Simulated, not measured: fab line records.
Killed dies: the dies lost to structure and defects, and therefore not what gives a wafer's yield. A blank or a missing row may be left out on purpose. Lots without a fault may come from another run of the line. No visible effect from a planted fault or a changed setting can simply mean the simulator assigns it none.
Which of the tools did it? || flow sfq line || at 1 step of a route of 325, 13 lots with 39 wafers sampled

WHAT EACH GAUGE READ, for each wafer
SFQ_L0_THK_MEAS_902: measures by xrf. Usual: L0_MONX_KI_THK 39.7 nm, standard deviation 0.5.
{"lot": "L335", "measured": "day 1 12:41", "on": "film metro-02", "L0_MONX_KI_THK (nm)": "39.8 40.0 40.2", "flag": ""}
{"lot": "L336", "measured": "day 1 17:41", "on": "film metro-04", "L0_MONX_KI_THK (nm)": "39.4 38.9 39.8", "flag": ""}
{"lot": "L337", "measured": "day 1 22:42", "on": "film metro-03", "L0_MONX_KI_THK (nm)": "39.5 38.9 38.6", "flag": ""}
{"lot": "L338", "measured": "day 2 03:41", "on": "film metro-02", "L0_MONX_KI_THK (nm)": "39.8 39.8 40.4", "flag": ""}
{"lot": "L339", "measured": "day 2 08:41", "on": "film metro-02", "L0_MONX_KI_THK (nm)": "40.4 40.2 40.3", "flag": ""}
{"lot": "L340", "measured": "day 2 13:41", "on": "film metro-02", "L0_MONX_KI_THK (nm)": "40.0 40.2 40.4", "flag": ""}
{"lot": "L341", "measured": "day 2 18:41", "on": "film metro-03", "L0_MONX_KI_THK (nm)": "39.9 39.4 40.4", "flag": ""}
{"lot": "L342", "measured": "day 2 23:41", "on": "film metro-03", "L0_MONX_KI_THK (nm)": "39.8 39.7 40.1", "flag": ""}
{"lot": "L343", "measured": "day 3 04:41", "on": "film metro-02", "L0_MONX_KI_THK (nm)": "40.3 40.6 39.8", "flag": ""}
{"lot": "L351", "measured": "day 4 20:41", "on": "film metro-03", "L0_MONX_KI_THK (nm)": "40.0 39.8 40.3", "flag": ""}
{"lot": "L353", "measured": "day 5 06:41", "on": "film metro-04", "L0_MONX_KI_THK (nm)": "39.9 40.3 40.1", "flag": ""}
{"lot": "L355", "measured": "day 5 16:41", "on": "film metro-04", "L0_MONX_KI_THK (nm)": "39.9 40.3 40.5", "flag": ""}
{"lot": "L356", "measured": "day 5 21:41", "on": "film metro-04", "L0_MONX_KI_THK (nm)": "39.4 39.7 39.4", "flag": ""}

WHICH TOOL RAN EACH LOT (tool, then ch and the chambers of the sampled wafers, then the start)
There is no process step in the record ahead of these readings.

WHAT THE TOOLS THEMSELVES READ (means of the sampled wafers that have a number; where no wafer has one, the mark that the record gives instead)
The record holds no such reading with a usual standard deviation.

THE ANSWER, worked out from the rows above alone
Rule: a lot is off if the mean of its wafers that have a number lies more than 3 standard deviations from the usual mean. A lot without any number at a reading at which 4 lots or more have one is off too. Any other lot the step has rows for is counted as sound. First the gauges in route order, then the tools' own readings, where a lot's mean is used as printed above. At the first step where some lot is off, the reading lying furthest off is the one used; lots without a number count as furthest.
No lot is off on any of the readings shown, so nothing can be concluded from this.

WHAT THE SIMULATOR PUT IN
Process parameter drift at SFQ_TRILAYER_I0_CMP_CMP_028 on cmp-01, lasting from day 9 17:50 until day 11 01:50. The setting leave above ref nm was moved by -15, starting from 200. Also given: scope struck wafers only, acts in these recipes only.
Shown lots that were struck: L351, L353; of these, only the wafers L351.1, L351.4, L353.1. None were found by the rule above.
